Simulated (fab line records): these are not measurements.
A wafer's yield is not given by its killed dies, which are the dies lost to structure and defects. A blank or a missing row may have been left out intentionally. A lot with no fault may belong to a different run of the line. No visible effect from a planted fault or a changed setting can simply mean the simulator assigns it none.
Which tool was responsible? -- flow sky130 -- 24 lots, 72 wafers sampled, at 5 steps of a route of 708

WHAT EACH GAUGE READ, for each wafer
SKY_SD_N_RS_MEAS_16: measurement is done with a four-point probe.
lot,measured,on,SD_N_RS (ohm/sq)
L074,day 28 03:59,film_metro-01,68.55 68.68 68.61
L075,day 28 21:34,film_metro-03,68.53 68.61 68.58
L076,day 29 09:13,film_metro-01,68.68 68.81 68.86
L077,day 29 13:19,film_metro-04,68.71 68.45 68.65
L078,day 29 13:43,film_metro-03,68.72 68.63 68.47
L079,day 30 10:44,film_metro-03,68.57 68.71 68.64
L080,day 31 05:04,film_metro-01,68.58 68.73 68.48
L082,day 31 06:43,film_metro-04,68.43 68.46 68.56
L081,day 31 10:36,film_metro-03,68.56 68.74 68.62
L083,day 31 16:23,film_metro-04,68.46 68.50 68.70
L084,day 32 00:41,film_metro-03,68.50 68.59 68.72
L086,day 32 02:59,film_metro-03,68.57 68.58 68.52
L087,day 32 06:45,film_metro-01,68.51 68.61 68.46
L085,day 32 07:04,film_metro-03,68.81 68.67 68.55
L088,day 32 19:21,film_metro-04,68.56 68.59 68.54
L089,day 33 02:25,film_metro-03,68.56 68.72 68.70
L090,day 33 05:56,film_metro-01,68.54 68.36 68.59
L091,day 33 21:32,film_metro-04,68.63 68.69 68.65
L092,day 34 05:25,film_metro-04,68.46 68.64 68.61
L094,day 34 08:49,film_metro-03,68.57 68.58 68.76
L093,day 34 10:58,film_metro-04,68.60 68.58 68.75
L095,day 34 23:44,film_metro-04,68.71 68.55 68.58
L096,day 35 00:37,film_metro-03,68.74 68.62 68.54
L097,day 35 09:06,film_metro-03,68.54 68.56 68.41

SKY_LI_CONTACT_CD_MEAS_12 targets a cd of 170 nm.
lot,measured,on,cd_nm (nm)
L074,day 29 09:44,cd_sem-02,169.7 170.3 170.3
L075,day 30 01:40,cd_sem-01,168.7 169.0 168.6
L076,day 30 15:29,cd_sem-02,170.9 170.0 169.9
L077,day 30 18:41,cd_sem-02,169.0 169.6 168.7
L078,day 30 19:27,cd_sem-02,169.8 169.5 170.6
L079,day 31 15:02,cd_sem-02,168.2 169.6 168.9
L080,day 32 08:36,cd_sem-01,171.9 169.8 170.7
L082,day 32 11:01,cd_sem-02,172.1 169.5 170.3
L081,day 32 14:57,cd_sem-01,169.1 169.9 170.1
L083,day 32 19:44,cd_sem-02,171.5 170.0 170.1
L084,day 33 07:54,cd_sem-01,171.5 170.3 170.0
L086,day 33 09:05,cd_sem-01,168.8 172.2 169.6
L087,day 33 10:43,cd_sem-02,169.7 168.8 170.5
L085,day 33 11:05,cd_sem-01,168.0 169.8 169.9
L088,day 33 22:49,cd_sem-02,170.6 169.1 169.7
L089,day 34 06:42,cd_sem-01,171.6 173.0 171.9
L090,day 34 09:33,cd_sem-02,168.8 168.7 169.0
L091,day 35 01:21,cd_sem-02,170.6 171.5 170.4
L092,day 35 08:57,cd_sem-01,167.4 168.2 168.3
L094,day 35 11:53,cd_sem-01,171.5 171.8 171.0
L093,day 35 14:50,cd_sem-01,170.4 170.3 172.3
L095,day 36 03:08,cd_sem-02,168.6 167.8 167.0
L096,day 36 04:16,cd_sem-02,172.2 171.5 170.9
L097,day 36 12:14,cd_sem-01,169.5 167.9 167.6

SKY_CONTACT_CD_MEAS_14 targets a cd of 170 nm.
lot,measured,on,cd_nm (nm)
L074,day 31 20:23,cd_sem-02,170.6 171.7 170.1
L075,day 32 10:28,cd_sem-01,167.6 167.0 166.3
L076,day 33 00:25,cd_sem-01,168.9 169.3 168.8
L077,day 33 04:32,cd_sem-02,169.2 169.7 168.6
L078,day 33 08:08,cd_sem-02,169.5 170.6 170.2
L079,day 33 23:29,cd_sem-01,169.4 169.1 169.1
L080,day 34 18:11,cd_sem-02,171.9 171.5 171.5
L082,day 34 18:31,cd_sem-01,171.4 172.0 170.7
L081,day 34 23:21,cd_sem-01,170.9 170.7 170.3
L083,day 35 04:30,cd_sem-02,169.0 169.7 171.0
L084,day 35 15:38,cd_sem-02,170.5 169.8 170.1
L086,day 35 17:50,cd_sem-02,173.1 174.2 174.5
L087,day 35 20:04,cd_sem-02,168.9 169.9 170.6
L085,day 35 20:26,cd_sem-01,169.6 169.6 169.7
L088,day 36 06:43,cd_sem-02,168.7 171.1 170.1
L089,day 36 15:25,cd_sem-02,171.0 170.7 173.2
L090,day 36 16:22,cd_sem-02,168.8 169.5 168.4
L091,day 37 08:44,cd_sem-02,171.9 171.9 171.9
L092,day 37 16:51,cd_sem-02,171.8 171.8 172.3
L094,day 37 19:31,cd_sem-02,170.2 169.2 169.8
L093,day 37 21:31,cd_sem-02,171.3 168.6 172.2
L095,day 38 08:45,cd_sem-01,169.1 169.0 169.7
L096,day 38 10:23,cd_sem-01,168.3 167.5 167.2
L097,day 38 18:37,cd_sem-01,171.2 170.2 170.7

SKY_METAL1_CD_MEAS_15 targets a cd of 140 nm.
lot,measured,on,cd_nm (nm)
L074,day 33 01:43,cd_sem-01,139.7 138.5 140.6
L075,day 33 15:32,cd_sem-02,140.0 140.1 139.5
L076,day 34 05:01,cd_sem-01,139.6 142.0 140.4
L077,day 34 09:07,cd_sem-02,138.2 138.1 137.6
L078,day 34 12:08,cd_sem-01,139.6 140.8 138.8
L079,day 35 03:47,cd_sem-02,141.5 140.1 139.5
L080,day 35 22:20,cd_sem-01,140.0 139.1 141.1
L082,day 35 22:20,cd_sem-02,141.7 143.2 142.4
L081,day 36 03:34,cd_sem-02,136.7 136.5 137.2
L083,day 36 08:23,cd_sem-02,141.4 139.4 139.3
L084,day 36 19:29,cd_sem-02,138.5 140.0 139.1
L086,day 36 21:11,cd_sem-02,141.1 140.6 139.5
L087,day 36 23:04,cd_sem-01,138.1 138.2 137.5
L085,day 36 23:47,cd_sem-01,138.3 138.3 137.6
L088,day 37 10:05,cd_sem-01,137.8 137.6 138.4
L089,day 37 19:01,cd_sem-02,138.7 137.1 137.5
L090,day 37 20:09,cd_sem-02,142.8 142.4 143.7
L091,day 38 11:41,cd_sem-01,142.8 141.0 142.1
L092,day 38 20:10,cd_sem-01,138.5 139.9 140.2
L094,day 38 22:34,cd_sem-01,140.3 141.6 139.0
L093,day 39 00:13,cd_sem-02,137.8 139.3 141.0
L095,day 39 11:20,cd_sem-01,142.1 141.4 142.2
L096,day 39 22:52,cd_sem-01,141.9 141.2 143.7
L097,day 39 20:49,cd_sem-02,138.1 138.4 138.1

WHAT TOOL EACH LOT RAN ON (gives the tool, then ch and the chambers of the sampled wafers, and finally the start)
lot,SKY_CONTACT_STRIP_19
L074,"plasma_asher-03 ch 0,1, day 31 20:38"
L075,"plasma_asher-01 ch 0,1, day 32 10:46"
L076,"plasma_asher-01 ch 0,1, day 33 00:43"
L077,"plasma_asher-03 ch 0,1, day 33 04:48"
L078,"plasma_asher-04 ch 0,1, day 33 08:24"
L079,"plasma_asher-01 ch 1, day 33 23:46"
L080,"plasma_asher-04 ch 1, day 34 18:28"
L082,"plasma_asher-01 ch 0,1, day 34 18:49"
L081,"plasma_asher-03 ch 0,1, day 34 23:38"
L083,"plasma_asher-01 ch 0,1, day 35 04:46"
L084,"plasma_asher-01 ch 0,1, day 35 15:55"
L086,"plasma_asher-04 ch 0,1, day 35 18:07"
L087,"plasma_asher-03 ch 0,1, day 35 20:22"
L085,"plasma_asher-01 ch 0,1, day 35 20:43"
L088,"plasma_asher-03 ch 0, day 36 07:04"
L089,"plasma_asher-04 ch 0,1, day 36 15:41"
L090,"plasma_asher-03 ch 0,1, day 36 16:39"
L091,"plasma_asher-03 ch 0,1, day 37 09:00"
L092,"plasma_asher-04 ch 0,1, day 37 17:08"
L094,"plasma_asher-01 ch 0,1, day 37 19:48"
L093,"plasma_asher-04 ch 0,1, day 37 21:49"
L095,"plasma_asher-03 ch 0,1, day 38 09:01"
L096,"plasma_asher-04 ch 0,1, day 38 10:40"
L097,"plasma_asher-01 ch 0, day 38 18:55"
- SKY_CONTACT_STRIP_19: strips in O2/N2.

WHAT THE TOOLS THEMSELVES READ (means of the sampled wafers that have a number; where no wafer has one, the mark that the record gives instead)
SKY_CONTACT_STRIP_19.
lot,tool,drypump_motor_current_A (A),oes_product_au (a.u.),strip_time_to_endpoint_s (s)
L074,plasma_asher-03,6.2,0.375,3.635
L075,plasma_asher-01,6.0,0.379,3.632
L076,plasma_asher-01,6.0,0.384,3.648
L077,plasma_asher-03,6.2,0.384,3.581
L078,plasma_asher-04,5.8,0.386,3.635
L079,plasma_asher-01,6.2,0.385,3.619
L080,plasma_asher-04,5.4,0.385,3.643
L082,plasma_asher-01,6.0,0.385,3.650
L081,plasma_asher-03,6.2,0.376,3.631
L083,plasma_asher-01,5.7,0.380,3.659
L084,plasma_asher-01,6.0,0.384,3.605
L086,plasma_asher-04,5.6,0.387,3.615
L087,plasma_asher-03,6.3,0.380,3.614
L085,plasma_asher-01,6.0,0.381,3.655
L088,plasma_asher-03,6.5,0.378,3.650
L089,plasma_asher-04,5.6,0.381,3.645
L090,plasma_asher-03,6.2,0.381,3.634
L091,plasma_asher-03,6.4,0.387,3.630
L092,plasma_asher-04,5.6,0.377,3.619
L094,plasma_asher-01,6.0,0.385,3.636
L093,plasma_asher-04,5.8,0.375,3.589
L095,plasma_asher-03,6.2,0.380,3.611
L096,plasma_asher-04,5.6,0.376,3.648
L097,plasma_asher-01,5.5,0.378,3.641

THE ANSWER, worked out from the rows above alone
Rule: the lots themselves supply what counts as usual. The widest of any qualifying gaps counts: lots, ordered by their means at a reading, are off when they make up no more than a third of the lots, leave a main group of 4 or more, and stand apart from it by 3 or more times the standard deviation of that group's means. The tables above print the reading to a certain number of digits; a main group whose means all agree to those digits is not used. Also off: a lot with no number at a reading for which 4 or more lots have one. Any other lot the step has rows for is counted as sound. First the gauges in route order, then the tools' own readings, where a lot's mean is used as printed above. The first step at which some lot is off is used, and at that step the reading that is off furthest; a lot without a number counts as furthest.
None of the lots is off at any reading shown; this tells nothing.

WHAT THE SIMULATOR PUT IN
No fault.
